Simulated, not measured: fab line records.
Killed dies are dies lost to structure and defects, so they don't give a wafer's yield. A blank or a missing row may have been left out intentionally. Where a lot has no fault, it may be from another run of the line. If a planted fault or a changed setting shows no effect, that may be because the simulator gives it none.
Comparing a struck lot with a sound one    flow sky130    17 steps out of a route of 708
Sound: these wafers, L360.1, L360.2, L360.4. The struck wafers were L364.3, L364.5, L364.6. Last of all comes the cause.
Per side, at each step with rows, come the tool, then ch with its chambers, and then its first start. Under that, the readings that differ: sound wafers    struck wafers    difference of the means    sigmas: that difference in standard deviations of wafers without a fault.
alike: same words and numbers on both sides, and readings whose means sit less than 2 such deviations apart. not compared: any withheld reading, any reading some wafer has no value for, any bound like >300 that may hide the same value, and any number with overlapping values for which the record gives no deviation.
A row with sigmas, a row that says differs or no value, or rows on one side alone: a step with any of these is where the two part. Non-overlapping numbers with no deviation appear without sigmas and do not part them. A reading that every wafer of one side lacks parts them only if that side has two wafers or more.

first, 3 steps without rows for these wafers: SKY_VIA3_EXPOSE_09 (exposes mask VIM3, target cd 200 nm); SKY_VIA3_PEB_10; SKY_VIA3_DEVELOP_11 (develop time 60 s).
SKY_VIA3_CD_MEAS_12: target cd 200 nm.
  sound: cd_sem-01 at day 43 16:20; struck: cd_sem-02 at day 43 19:21
  alike: cd_nm
SKY_VIA3_OVL_MEAS_13:
  sound: overlay-02 at day 43 16:28; struck: overlay-01 at day 43 19:26
  alike: VIA3_OVL
SKY_VIA3_ETCH_14: etches BARC in N2/H2, stops on SiO2, time 45.9 s, target depth 60 nm.
  sound on rie_diel-04 ch 0,3, day 43 16:29; struck on rie_diel-03 ch 0,2,3, day 43 19:28
  alike: drypump_motor_current_A, oes_product_au, throttle_valve_pct
  not compared: rf_hours_counter_h
SKY_VIA3_ETCH_15: etches SiO2 in C4F8/O2/Ar, stops on TiN, target depth 507 nm, time 78 s.
  sound on rie_diel-04 ch 0,3, day 43 16:32; struck on rie_diel-03 ch 0,2,3, day 43 19:31
  alike: oes_product_au
  not compared: rf_hours_counter_h
SKY_VIA3_STRIP_16: strips in O2/N2.
  sound on plasma_asher-01 ch 0,1, day 43 16:36; struck on plasma_asher-03 ch 0,1, day 43 19:36
reading                sound              struck             difference  sigmas
oes_product_au (a.u.)  0.393 0.396 0.398  0.407 0.407 0.408  +0.012      +2
  alike: drypump_motor_current_A, strip_time_to_endpoint_s
  not compared: rf_hours_counter_h
then, 3 steps without rows for these wafers: SKY_VIA3_STRIP_17 (strips in post etch residue remover, time 1200 s); SKY_VIA3_CLEAN_18 (cleans in IPA, time 180 s); SKY_VIA3_CLEAN_19 (cleans in O3/DIW).
SKY_VIA3_SPUTTER_20: material TiN, target thk 20 nm, time 80 s.
  sound: pvd_sputter-02 at day 43 17:11; struck: pvd_sputter-02 at day 43 20:10
  alike: throttle_valve_pct
SKY_VIA3_CVD_21: deposits W, target thk 390 nm, time 117.31 s.
  sound on cvd_w-01 ch 0,1, day 43 17:15; struck on cvd_w-02 ch 0,1, day 43 20:16
  alike: heater_power_w
SKY_VIA3_RS_MEAS_22: the measuring method here is four-point-probe.
  sound: film_metro-01 at day 43 17:22; struck: film_metro-04 at day 43 20:23
reading             sound              struck             difference  sigmas
VIA3_W_RS (ohm/sq)  0.298 0.294 0.292  0.455 0.421 0.448  +0.147      +30
SKY_VIA3_THK_MEAS_23: measures by xrf.
  sound: film_metro-01 at day 43 17:29; struck: film_metro-04 at day 43 20:29
reading          sound        struck       difference  sigmas
VIA3_W_THK (nm)  380 387 390  292 309 295  -87         -12
SKY_VIA3_CMP_24: polishes, stops on SiO2, t overpolish 20 s, target thk 0 nm.
  sound on cmp-01 ch 0,2,3, day 43 17:33; struck on cmp-02 ch 0,1, day 43 20:32
  alike: motor_current_A, overpolish_run_s, time_to_endpoint_s
-- the record jumps here: 5 days lie between the struck wafers' starts before and after (it left off in module VIA3 and takes up again in module PAD_OPEN, whose first step shown is number 708 of the route) --
SKY_PAD_OPEN_PROBE_99:
  sound: prober-02 at day 49 05:07; struck: prober-01 at day 49 08:13
  alike: defect_limited_yield, killed_at_M0_to_M3, killed_at_M4_up, killed_at_contacts, killed_at_front_end, killed_at_other, killed_dies, killed_open, killed_short, sort_bin_3_pad_short, sort_bin_5_function, sort_bin_6_memory, sort_n_pass, sort_yield_pct

WHERE THEY PART
At SKY_VIA3_STRIP_16 first; at SKY_VIA3_THK_MEAS_23 last (within this record only). Later steps at which nothing parts them and some readings are alike: SKY_VIA3_CMP_24, SKY_PAD_OPEN_PROBE_99.

WHY: what the simulator had put in
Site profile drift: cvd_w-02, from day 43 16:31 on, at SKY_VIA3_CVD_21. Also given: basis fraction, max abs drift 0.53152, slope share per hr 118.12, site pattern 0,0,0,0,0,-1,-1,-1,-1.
